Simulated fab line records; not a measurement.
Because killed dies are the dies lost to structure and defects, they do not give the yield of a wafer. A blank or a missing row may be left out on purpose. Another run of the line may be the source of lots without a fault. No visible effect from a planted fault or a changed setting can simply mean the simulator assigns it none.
Chamber matching | flow sky130 | SKY_VIA2_CMP_02 on cmp-01 has 4 sister chambers
The step polishes SiO2. 8 wafers are shown with their chamber, then 8 later ones without.

## EACH WAFER AND ITS CHAMBER
wafer  | chamber | motor-current-A (A)
L879.5 | 0       | 14.7
L883.4 | 0       | 14.5
L884.4 | 1       | 11.7
L885.3 | 1       | 12.8
L893.2 | 2       | 12.8
L893.3 | 3       | 11.6
L893.6 | 2       | 12.7
L894.1 | 3       | 11.3

## WAFERS WITHOUT THEIR CHAMBER
wafer  | motor-current-A (A)
L894.4 | 12.3
L894.5 | 16.1
L895.3 | 14.4
L895.4 | 11.3
L895.5 | 12.5
L899.1 | 11.3
L899.2 | 15.3
L899.5 | 11.6

## WHICH CHAMBER EACH ONE RAN IN
wafer  | from the rows above          | in truth
L894.4 | can't be placed: 1 or 2 or 3 | 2
L894.5 | 0                            | 0
L895.3 | 0                            | 0
L895.4 | can't be placed: 3 or 1      | 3
L895.5 | can't be placed: 1 or 2 or 3 | 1
L899.1 | can't be placed: 3 or 1      | 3
L899.2 | 0                            | 0
L899.5 | can't be placed: 3 or 1      | 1
Placed correctly: 3 of 8. From these rows, 5 cannot be placed; in 5 the true chamber is one of the candidates. 0 placed wrongly.
How it was worked out, from the rows above alone: a wafer's distance from a chamber is the root of the sum, over the readings, of the square of ((its reading less the chamber's mean) divided by the reading's scatter). If the next closest chamber is less than 2 further off than the closest, the wafer can't be placed; otherwise it belongs to the closest. The mean given for a chamber averages the wafers shown for that chamber. The scatter is the square root of a quotient: the sum, over the shown wafers, of each reading's squared deviation from its chamber's mean, divided by wafers minus chambers.
